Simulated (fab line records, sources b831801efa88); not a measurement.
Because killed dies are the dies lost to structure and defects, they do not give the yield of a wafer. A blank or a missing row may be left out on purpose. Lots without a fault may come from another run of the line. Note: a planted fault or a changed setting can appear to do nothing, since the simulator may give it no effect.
Chamber matching    flow sky130    SKY_SPACER_ETCHBACK_02 on rieDiel-04: 4 sister chambers
The step etches Si3N4 in CH3F/O2, stops on SiO2, time 46.7 s, target depth 45 nm. 8 wafers are shown with their chamber, then 7 later ones without.

## WAFERS WITH THEIR CHAMBER
wafer   chamber  drypumpMotorCurrentA (A)  oesProductAu (a.u.)
L341.6  2        5.37                      0.865
L342.2  3        6.27                      0.861
L342.4  1        6.10                      0.854
L343.2  3        6.26                      0.854
L343.3  0        5.53                      0.854
L343.4  1        6.11                      0.849
L347.1  0        5.57                      0.854
L347.3  2        5.38                      0.853

## WAFERS WITHOUT THEIR CHAMBER
wafer   drypumpMotorCurrentA (A)  oesProductAu (a.u.)
L347.5  5.60                      0.844
L350.2  6.25                      0.848
L350.3  6.11                      0.856
L350.4  5.55                      0.851
L356.3  6.08                      0.850
L356.4  6.28                      0.845
L356.5  5.55                      0.847

## WHICH CHAMBER EACH ONE RAN IN
wafer   from the rows above  in truth
L347.5  0                    0
L350.2  3                    3
L350.3  1                    1
L350.4  0                    0
L356.3  1                    1
L356.4  3                    3
L356.5  0                    0
Placed correctly: 7 of 7. Number that these rows cannot place: 0. 0 placed wrongly.
How it was worked out, from the rows above alone: a wafer's distance from a chamber is the root of the sum, over the readings, of the square of ((its reading less the chamber's mean) divided by the reading's scatter). The wafer belongs to the nearest chamber; if the next one is less than 2 further off, it can't be placed. A chamber's mean is the mean of its shown wafers. The scatter: take each reading less its chamber's mean, square it, sum over the shown wafers, divide by the number of wafers less the number of chambers, and take the root.
